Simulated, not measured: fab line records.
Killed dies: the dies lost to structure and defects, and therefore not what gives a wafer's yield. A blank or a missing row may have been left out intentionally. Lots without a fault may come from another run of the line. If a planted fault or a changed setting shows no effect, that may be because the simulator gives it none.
fab line records	flow sfq_line
[record] lots = 6	wafers = 17	last_day = 92
route steps=325 shown L0@12 L0V@16
lots untouched by any fault: they come from a run of this same line in which no faults occurred
start_h: the number of hours between the record's first day and the start of the first shown wafer of the lot	wait_h: hours elapsed since this lot's preceding step	" the same as in the row above	L1.1+2: one row covering several wafers at once	- value missing, or start not given	* or withheld: withheld	< > ~ a bound
route shown NAME@n: names a module that has steps shown in the file, with the first one's number in the route	usual: mean/standard deviation of fault-free wafers	same: alike in all rows	chamber/n: place in a boat	sites: per-site readings	_std_site: how widely they spread, as a standard deviation	_edge_site: inner sites' mean taken away from outer sites' mean	radius_mm: for every site, how far away it sits from the centre of the wafer	mask NAME#n: copy n	behind: the most recent tool/chamber to have shaped the wafer	hold: why the lot went on hold/how many hours it stayed there/how the hold came to an end	device: the n, p or np transistor that did not switch	end of line: tests run on the same wafers once the route is complete	a step given without rows: its recipe and nothing more	killed: dies that structure and defects cost at the first sort, which is not the same as the wafer's yield	map: the dies of a wafer, with x for killed, . for not killed, _ for no die there
set.NAME: setting as actually run; set.NAME@STEP: the setting as run at that earlier step	model.NAME: the simulator's own value behind a step, which no gauge read
lots seen at some steps along the route; tables by step, rows by wafer
services: a tool's chamber out of use, with start hour (start_h, from the record's first day; less than 0 if before it), hours out, and reason
[[steps]]
[step SFQ_TRILAYER_L0_BARC_OPEN_METAL_ETCH_010]
[recipe] mask_material = PR	chemistry = O2	target_depth_nm = 125	target = BARC	icp_w = 600	bias_w = 80	pressure_mtorr = 10	time_s = 41.7
[usual] bias_w = 80.00/0.25	drypump_motor_current_A = 6.0/0.52	he_backside_leak_sccm = 3.5/0.39	oes_product_au = 0.685/0.0041	run_length_s = 69.78/0.3
[same] time_s = 41.7
lot.wafer	tool	chamber	start_h	wait_h	bias_w	drypump_motor_current_A	he_backside_leak_sccm	oes_product_au	rf_hours_counter_h	run_length_s
L622.1	rie_metal-04	0	89.99	0.1	79.75	6.4	3.2	0.679	16	70.23
L622.4	"	1	"	"	80.14	5.2	3.5	0.677	-	69.39
L622.6	"	1	"	"	79.87	5.2	3.5	0.687	-	69.81
L630.1	rie_metal-04	0	136.47	0.1	80.20	6.5	3.5	0.686	23	69.59
L630.6	"	1	"	"	80.34	5.2	3.5	0.681	-	69.48
L632.2	rie_metal-04	0	146.07	0.1	80.33	6.4	3.2	0.682	25	69.75
L632.5	"	1	"	"	80.07	5.2	3.6	0.689	-	69.57
L632.6	"	0	"	"	80.06	6.4	3.2	0.689	-	69.61
L637.2	rie_metal-03	1	178.94	0.1	80.13	5.7	3.5	0.690	19	69.67
L637.4	"	1	"	"	80.20	5.7	6.5	0.683	-	69.62
L637.5	"	1	"	"	80.24	5.7	3.4	0.689	-	69.73
L641.1	rie_metal-04	0	201.71	0.1	79.87	6.4	3.4	0.686	36	69.78
L641.5	"	0	"	"	79.74	6.4	3.3	0.680	-	69.86
L641.6	"	1	"	"	79.81	5.2	3.7	0.680	-	69.62
L643.1	rie_metal-04	0	210.11	0.1	79.94	6.4	3.5	0.683	37	69.56
L643.3	"	1	"	"	79.59	5.2	3.7	0.690	-	69.95
L643.4	"	0	"	"	80.17	6.4	3.3	0.686	-	69.87
[step SFQ_TRILAYER_L0_ETCH_METAL_ETCH_008]
[recipe] target = MoNx_KI	stop_on = SiO2	mask_material = PR	chemistry = SF6/O2	target_depth_nm = 50	icp_w = 600	bias_w = 80	pressure_mtorr = 10	time_s = 25
[usual] bias_w = 80.01/0.24	drypump_motor_current_A = 6.0/0.52	he_backside_leak_sccm = 3.47/0.21	oes_product_au = 0.874/0.007	run_length_s = 53.06/0.28
[same] time_s = 25
lot.wafer	tool	chamber	start_h	wait_h	bias_w	drypump_motor_current_A	he_backside_leak_sccm	oes_product_au	rf_hours_counter_h	run_length_s
L622.1	rie_metal-04	0	90.05	0.0	79.87	6.4	3.27	0.874	16	52.84
L622.4	"	1	"	"	80.17	5.1	3.42	0.874	-	53.23
L622.6	"	1	"	"	80.41	5.2	3.62	0.874	-	53.14
L630.1	rie_metal-04	0	136.52	0.0	79.86	6.4	3.37	0.865	23	52.92
L630.6	"	1	"	"	79.87	5.2	3.79	0.870	-	52.99
L632.2	rie_metal-04	0	146.12	0.0	80.11	6.4	3.27	0.876	25	52.84
L632.5	"	1	"	"	80.20	5.2	3.63	0.871	-	52.64
L632.6	"	0	"	"	79.83	6.4	4.99	0.882	-	53.09
L637.2	rie_metal-03	1	179.00	0.0	79.97	5.7	3.27	0.868	19	52.90
L637.4	"	1	"	"	79.91	5.7	3.39	0.879	-	52.72
L637.5	"	1	"	"	80.09	5.7	3.13	0.861	-	52.81
L641.1	rie_metal-04	0	201.77	0.0	79.95	6.4	3.25	0.876	36	52.84
L641.5	"	0	"	"	80.00	6.4	3.32	0.885	-	52.94
L641.6	"	1	"	"	79.70	5.2	3.85	0.873	-	52.62
L643.1	rie_metal-04	0	210.17	0.0	80.04	6.4	3.29	0.878	37	53.65
L643.3	"	1	"	"	80.25	5.2	3.28	0.878	-	53.38
L643.4	"	0	"	"	79.53	6.4	3.36	0.884	-	52.84
[step SFQ_TRILAYER_L0_STRIP_STRIP_009]
[recipe] gas = O2	power_w = 200	platen_temp_c = 40	overash_fraction = 0.65	chemistry = O2	pressure_mtorr = 50
[usual] drypump_motor_current_A = 6.0/0.51	he_backside_leak_sccm = 3.5/0.39	oes_product_au = 0.997/0.0084
lot.wafer	tool	chamber	start_h	wait_h	drypump_motor_current_A	he_backside_leak_sccm	oes_product_au	rf_hours_counter_h
L622.1	rie_metal-04	0	90.10	0.0	6.4	3.4	0.993	16
L622.4	"	1	"	"	5.1	3.7	0.996	-
L622.6	"	1	"	"	5.1	3.7	1.001	-
L630.1	rie_metal-04	0	136.57	0.0	6.4	3.2	0.988	24
L630.6	"	1	"	"	5.1	3.5	0.989	-
L632.2	rie_metal-04	0	146.17	0.0	6.4	3.3	0.992	25
L632.5	"	1	"	"	5.2	3.7	1.002	-
L632.6	"	0	"	"	6.4	3.3	0.992	-
L637.2	rie_metal-03	1	179.04	0.0	5.7	3.4	0.996	19
L637.4	"	1	"	"	5.7	3.4	1.003	-
L637.5	"	1	"	"	5.7	3.4	0.989	-
L641.1	rie_metal-04	0	201.82	0.0	6.4	3.4	0.998	36
L641.5	"	0	"	"	6.4	3.4	0.995	-
L641.6	"	1	"	"	5.1	3.7	1.001	-
L643.1	rie_metal-04	0	210.22	0.0	6.3	3.3	0.997	37
L643.3	"	1	"	"	5.2	3.4	1.011	-
L643.4	"	0	"	"	6.4	3.4	0.997	-
[step SFQ_TRILAYER_L0_STRIP_SOLV_CLEAN_010]
[recipe] chemistry = NMP	temp_c = 70	time_s = 600
[step SFQ_TRILAYER_L0_CAP_PECVD_011]
[recipe] material = SiO2	temp_c = 150	time_s = 13.333	pressure_torr = 2.4	rf_w = 183.3	precursor = SiH4/N2O	target_thk_nm = 60
[usual] heater_power_w = 86/18	throttle_valve_pct = 25.0/0.69
[same] time_s = 13.333
lot.wafer	tool	chamber	start_h	wait_h	heater_power_w	throttle_valve_pct
L622.1	pecvd-03	1	90.87	0.0	108	25.8
L622.4	"	1	"	"	108	25.5
L622.6	"	2	"	"	71	25.0
L630.1	pecvd-02	0	137.35	0.0	61	25.1
L630.6	"	1	"	"	78	23.3
L632.2	pecvd-03	1	146.95	0.0	113	25.7
L632.5	"	1	"	"	114	26.1
L632.6	"	2	"	"	71	24.8
L637.2	pecvd-03	2	179.84	0.0	76	25.1
L637.4	"	1	"	"	113	25.5
L637.5	"	0	"	"	109	25.3
L641.1	pecvd-01	1	202.77	0.0	98	24.9
L641.5	"	2	"	"	69	25.9
L641.6	"	1	"	"	97	24.6
L643.1	pecvd-02	1	210.99	0.0	83	23.5
L643.3	"	0	"	"	62	25.7
L643.4	"	2	"	"	82	25.6
[step SFQ_TRILAYER_L0_VIA_LITHO_COAT_018]
[recipe] resist = BARC	spin_rpm = 3000	resist_thk_nm = 62
[step SFQ_TRILAYER_L0_VIA_LITHO_COAT_013]
[recipe] resist = KrF	spin_rpm = 3000	resist_thk_nm = 650
[step SFQ_TRILAYER_L0_VIA_LITHO_SOFTBAKE_017]
[recipe] temp_c = withheld	time_s = withheld	resist = KrF
[step SFQ_TRILAYER_L0_VIA_LITHO_EXPOSE_014]
[recipe] mask_id = L0V	na = 0.6	source_shape = conventional	sigma_outer = 0.65	target_cd_nm = 700	dose_mj = 21.3
[step SFQ_TRILAYER_L0_VIA_LITHO_PEB_016]
[recipe] peb_temp_c = 115	peb_time_s = 60	resist = KrF
[step SFQ_TRILAYER_L0_VIA_LITHO_DEVELOP_015]
[recipe] time_s = 60	resist = KrF
[step SFQ_L0V_OVL_MEAS_903]
[usual] L0V_OVL = -1/4.9
lot.wafer	tool	chamber	start_h	wait_h	L0V_OVL[nm]
L622.1	overlay-02	-	168.14	0.1	-3
L622.4	"	-	"	"	1
L622.6	"	-	"	"	-8
L630.1	overlay-02	-	222.21	0.1	-2
L630.6	"	-	"	"	0
L632.2	overlay-01	-	230.62	0.1	1
L632.5	"	-	"	"	-7
L632.6	"	-	"	"	-2
L637.2	overlay-02	-	273.94	0.1	0
L637.4	"	-	"	"	1
L637.5	"	-	"	"	-4
L641.1	overlay-01	-	299.88	0.1	-1
L641.5	"	-	"	"	-1
L641.6	"	-	"	"	-2
L643.1	overlay-02	-	314.28	0.1	-4
L643.3	"	-	"	"	-5
L643.4	"	-	"	"	1
[step SFQ_TRILAYER_L0_VIA_BARC_OPEN_VIA_ETCH_021]
[recipe] mask_material = PR	chemistry = O2	target_depth_nm = 125	target = BARC	source_w = 500	bias_w = 80	pressure_mtorr = 30	time_s = 41.7
[usual] bias_w = 79.97/0.23	drypump_motor_current_A = 5.4/0.53	oes_product_au = 0.685/0.0047	run_length_s = 69.9/0.47
lot.wafer	tool	chamber	start_h	wait_h	bias_w	drypump_motor_current_A	oes_product_au	rf_hours_counter_h	run_length_s	model.KrF_of_TRILAYER_L0_VIA_LITHO_COAT_013.thk_nm
L622.1	rie_diel-04	1	168.17	0.0	79.85	5.4	0.684	6	70.3	573.3
L622.4	"	2	"	"	79.98	5.3	0.686	77	69.5	573
L622.6	"	3	"	"	80.45	6.1	0.690	-	70.9	573.2
L630.1	rie_diel-02	1	222.25	0.0	80.22	5.0	0.686	136	70.1	571.4
L630.6	"	0	"	"	79.91	5.5	0.652	-	73.3	569.3
L632.2	rie_diel-02	1	230.65	0.0	80.19	5.0	0.685	136	70.2	572.9
L632.5	"	3	"	"	80.17	5.9	0.683	-	70.4	576.9
L632.6	"	2	"	"	79.82	5.0	0.655	-	74.4	569.4
L637.2	rie_diel-03	2	273.97	0.0	79.96	5.8	0.692	19	70.3	575.6
L637.4	"	0	"	"	79.92	6.5	0.695	6	69.7	573.1
L637.5	"	2	"	"	79.86	5.8	0.685	-	69.6	575.6
L641.1	rie_diel-03	0	299.92	0.0	79.96	6.5	0.691	6	69.8	574.4
L641.5	"	1	"	"	79.82	5.0	0.687	-	69.7	574.4
L641.6	"	3	"	"	79.71	4.7	0.688	-	70.7	574.5
L643.1	rie_diel-02	1	314.32	0.0	79.50	5.0	0.683	0	70.2	574.9
L643.3	"	0	"	"	80.12	5.5	0.681	101	69.8	574.4
L643.4	"	2	"	"	79.98	5.0	0.688	22	70.4	574.3
[step SFQ_TRILAYER_L0_VIA_ETCH_VIA_ETCH_016]
[recipe] target = SiO2	stop_on = MoNx_KI	mask_material = PR	chemistry = CHF3	target_depth_nm = 80	source_w = 500	bias_w = 80	pressure_mtorr = 30	time_s = withheld
[usual] bias_w = 80.00/0.22	drypump_motor_current_A = 5.4/0.52	oes_product_au = 0.842/0.0073
lot.wafer	tool	chamber	start_h	wait_h	bias_w	drypump_motor_current_A	oes_product_au	model.KrF_of_TRILAYER_L0_VIA_LITHO_COAT_013.thk_nm
L622.1	rie_diel-04	1	168.21	0.0	80.11	5.3	0.842	559.5
L622.4	"	2	"	"	80.16	5.3	0.843	559.1
L622.6	"	3	"	"	80.03	6.1	0.846	559.2
L630.1	rie_diel-02	1	222.29	0.0	79.87	5.0	0.833	557.7
L630.6	"	0	"	"	79.85	5.5	0.849	555.7
L632.2	rie_diel-02	1	230.69	0.0	79.96	5.0	0.834	559
L632.5	"	3	"	"	79.80	5.8	0.837	563.1
L632.6	"	2	"	"	79.73	5.0	0.835	555.5
L637.2	rie_diel-03	2	274.01	0.0	80.30	5.7	0.844	562.1
L637.4	"	0	"	"	80.09	6.5	0.853	559.8
L637.5	"	2	"	"	80.17	5.8	0.853	562.1
L641.1	rie_diel-03	0	299.96	0.0	80.10	6.5	0.826	560.8
L641.5	"	1	"	"	79.86	5.0	0.843	560.7
L641.6	"	3	"	"	80.01	4.7	0.845	560.8
L643.1	rie_diel-02	1	314.36	0.0	79.66	5.0	0.838	561.3
L643.3	"	0	"	"	80.19	5.5	0.843	560.7
L643.4	"	2	"	"	79.84	5.1	0.848	560.3
[step SFQ_TRILAYER_L0_VIA_STRIP_STRIP_017]
[recipe] gas = O2	power_w = 200	platen_temp_c = 40	overash_fraction = 0.65	chemistry = O2	pressure_mtorr = 50
[usual] drypump_motor_current_A = 6.0/0.43	he_backside_leak_sccm = 3.52/0.25	oes_product_au = 1.000/0.011
lot.wafer	tool	chamber	start_h	wait_h	drypump_motor_current_A	he_backside_leak_sccm	oes_product_au	rf_hours_counter_h
L622.1	rie_metal-01	1	168.26	-	6.1	3.68	0.999	103
L622.4	"	1	"	"	6.1	3.58	0.995	-
L622.6	"	0	"	"	5.9	3.48	1.001	-
L630.1	rie_metal-01	0	222.33	-	5.9	3.75	1.022	180
L630.6	"	1	"	"	6.1	3.54	0.994	-
L632.2	rie_metal-03	0	230.73	-	6.6	3.42	0.988	35
L632.5	"	1	"	"	5.7	3.41	0.990	-
L632.6	"	0	"	"	6.6	3.40	0.980	-
L637.2	rie_metal-03	0	274.06	-	6.6	3.44	0.983	42
L637.4	"	0	"	"	6.6	4.51	0.991	-
L637.5	"	0	"	"	6.6	3.54	0.988	-
L641.1	rie_metal-01	1	300.01	-	6.1	3.60	1.013	130
L641.5	"	0	"	"	5.9	3.56	1.015	-
L641.6	"	1	"	"	6.1	3.42	1.005	-
L643.1	rie_metal-04	0	314.41	-	6.4	3.49	1.002	54
L643.3	"	0	"	"	6.4	3.52	1.003	-
L643.4	"	1	"	"	5.2	3.59	1.007	-
[[services]]
tool	chamber	start_h	hours	kind
rie_diel-03	0	82.33	7.1	repair
rie_metal-04	-	83.50	0.7	repair
rie_diel-03	-	104.75	2.8	pm
rie_metal-04	-	122.35	2.8	pm
rie_diel-03	2	127.90	6.5	repair
rie_metal-03	-	128.40	0.9	repair
rie_diel-02	-	131.54	15.6	pm
pecvd-03	0	131.77	2.3	repair
pecvd-03	0	144.66	8.5	repair
rie_diel-03	2	144.82	1.8	repair
rie_diel-02	2	150.39	52.5	repair
rie_diel-03	0	166.15	1.6	repair
rie_metal-04	1	166.51	7.1	repair
rie_diel-03	-	166.93	0.7	repair
pecvd-03	2	183.65	12.7	repair
pecvd-03	-	194.25	14.0	pm
pecvd-03	-	196.49	0.6	repair
rie_diel-02	0	198.23	2.0	repair
rie_diel-02	2	216.32	4.4	repair
rie_diel-03	2	224.86	3.7	repair
rie_diel-03	0	239.54	11.6	repair
rie_metal-04	-	259.33	0.8	repair
rie_diel-02	-	276.77	0.5	repair
rie_diel-03	2	297.06	44.8	repair
[[key]]
[first_sign] step = SFQ_TRILAYER_L0_VIA_BARC_OPEN_VIA_ETCH_021	reading = run_length_s	direction = up	sigmas = 8.3	usual = *	struck = *
[effect] step = SFQ_TRILAYER_L0_VIA_BARC_OPEN_VIA_ETCH_021	reading = oes_product_au	direction = down	sigmas = 6.5	usual = 0.685	struck = 0.654
[model_effect] step = SFQ_TRILAYER_L0_VIA_BARC_OPEN_VIA_ETCH_021	value = KrF_of_TRILAYER_L0_VIA_LITHO_COAT_013.thk_nm	without = 574.2	struck = 569.3
[model_effect] step = SFQ_TRILAYER_L0_VIA_ETCH_VIA_ETCH_016	value = KrF_of_TRILAYER_L0_VIA_LITHO_COAT_013.thk_nm	without = 560.5	struck = 555.6
met_at SFQ_TRILAYER_L0_VIA_BARC_OPEN_VIA_ETCH_021
struck_wafers L630.6,L632.6
[fault] kind = process_parameter_drift	tool = rie_diel-02	chamber = -	onset_h = 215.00	steps = SFQ_TRILAYER_L0_VIA_BARC_OPEN_VIA_ETCH_021	channel = time_s	offset = *	shape = step	end_h = 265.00	scope = struck_wafers_only	acts_in = *	stated = *
